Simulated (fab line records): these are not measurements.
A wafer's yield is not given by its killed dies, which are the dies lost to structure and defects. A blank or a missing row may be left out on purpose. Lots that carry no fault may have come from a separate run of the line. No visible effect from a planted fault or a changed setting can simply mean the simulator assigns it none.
Problem report in the 8D (eight disciplines) form, filled by code / flow sky130 / the parts of the form that need people (team, actions taken, sign-off) are left out

== 1. PROBLEM STATEMENT ==
CAPM_TIN_RS at SKY_CAPM_RS_MEAS_03 reads a mean of 6.08 ohm/sq on 1 wafer of 1 lot; wafers without a fault read 6.89 ohm/sq with a standard deviation of 0.062. That is -13 standard deviations from the usual mean.
The step: measures by four-point-probe.
First observed at day 40 01:43: wafer L717.1, on film-metro-04. At this step, 30 wafers from 10 lots have a number in the record. Rule for "out" (also "out of limits"): further than 4 standard deviations from the usual mean. Any other wafer with a number is counted as sound.

== 2. WHAT IT IS, WHAT IT ISN'T ==
question=which readings at this step | is=CAPM_TIN_RS | is not=-
question=which lots | is=L717 | is not=L707, L709, L710, L711, L712, L715, L723, L724, L725
question=which wafers of those lots | is=L717.1 | is not=L717.4, L717.6
question=read on which gauges | is=film-metro-04 | is not=film-metro-02, film-metro-03
question=when | is=from day 40 01:43 | is not=up to then (20 sound wafers); but 9 sound wafers of L723, L724, L725 came after

== 3. THE SUSPECTS, EACH WITH WHAT RULES IT OUT ==
Counting: any tool at a process step up to the reading remains a suspect provided it ran every lot that is out. Sound lots after the first of them don't rule it out here, since some wafers of a struck lot are sound.
- the gauge at SKY_CAPM_RS_MEAS_03 is ruled out. All the wafers that are out were read on film-metro-04, but those of them that SKY_CAPM_SPUTTER_02 has rows for are out there too, on other tools.
- pvd-sputter-02 at SKY_METAL3_SPUTTER_01 (material TiN, target thk 20 nm, time 16.7 s): kept. The lot that is out, L717, ran on it at day 40 01:24; the last sound lot it ran before that was L710, at day 38 10:46.
- pvd-sputter-02 at SKY_METAL3_SPUTTER_02 (material AlCu, target thk 735 nm, time 39.1 s): kept. The lot that is out, L717, ran on it at day 40 01:25; the last sound lot it ran before that was L710, at day 38 10:47.
- pvd-sputter-01 at SKY_CAPM_SPUTTER_02 (material TiN, target thk 200 nm, time 166.7 s): kept. The lot that is out, L717, ran on it at day 40 01:37; the last sound lot it ran before that was L711, at day 38 16:00. Its own readings are out on those wafers: cathode-dc-power-W.
pvd-sputter-02 at SKY_METAL3_SPUTTER_01, pvd-sputter-02 at SKY_METAL3_SPUTTER_02 and pvd-sputter-01 at SKY_CAPM_SPUTTER_02 are what is left after counting.

== 4. THE CAUSE (what the simulator had put in) ==
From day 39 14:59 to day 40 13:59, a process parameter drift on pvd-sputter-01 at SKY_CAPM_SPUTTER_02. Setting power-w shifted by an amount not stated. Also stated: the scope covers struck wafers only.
Counting left 3 suspects, and this tool is among them.

== 5. SEQUENCE OF EFFECTS, ordered by route ==
Each row: a reading where the mean over the struck wafers with a number is more than 3 standard deviations away from the usual. Only readings whose record carries a usual standard deviation are examined. hours: median over the lots of the time between each lot's start at the first step of this table that gives one and its start at this step. sigmas: the change, counted in usual standard deviations.
hours=0; step=SKY_CAPM_SPUTTER_02; reading=cathode-dc-power-W; usual=6500.3 W; on struck wafers=7307.9; change=+807.6; sigmas=+99 or more
hours=0; step=SKY_CAPM_RS_MEAS_03; reading=CAPM_TIN_RS; usual=6.89 ohm/sq; on struck wafers=6.08; change=-0.81; sigmas=-13
hours=0; step=SKY_CAPM_THK_MEAS_04; reading=CAPM_TIN_THK; usual=200.6 nm; on struck wafers=226.1; change=+25.5; sigmas=+10
hours=24; step=SKY_CAPM_METAL_ETCH_13; reading=oes-product-au; usual=0.943 a.u.; on struck wafers=0.998; change=+0.055; sigmas=+8.7
hours=24; step=SKY_CAPM_METAL_ETCH_13; reading=throttle-valve-pct; usual=21.900 %; on struck wafers=21.865; change=-0.035; sigmas=-3.9
Process steps it contains:
- SKY_CAPM_SPUTTER_02: material TiN, target thk 200 nm, time 166.7 s.
- SKY_CAPM_METAL_ETCH_13: etches TiN in Cl2/BCl3, stops on SiO2, target depth 220 nm, time 62.9 s.

== 6. HOW IT WOULD HAVE BEEN CAUGHT EARLIER ==
The first out-of-limits reading at a measuring or inspecting step in this record came at day 40 01:43, 11 hours after the fault's start at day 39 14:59.
The tool's own readings at SKY_CAPM_SPUTTER_02 were out on every struck wafer that the step has a row for (cathode-dc-power-W): an alarm limit on them would have fired on the first of those.
The start of SKY_CAPM_SPUTTER_02 on pvd-sputter-01 came by day 40 01:43 for every one of the lots that are out (1). Tool hold at that time: it would have spared none of them.
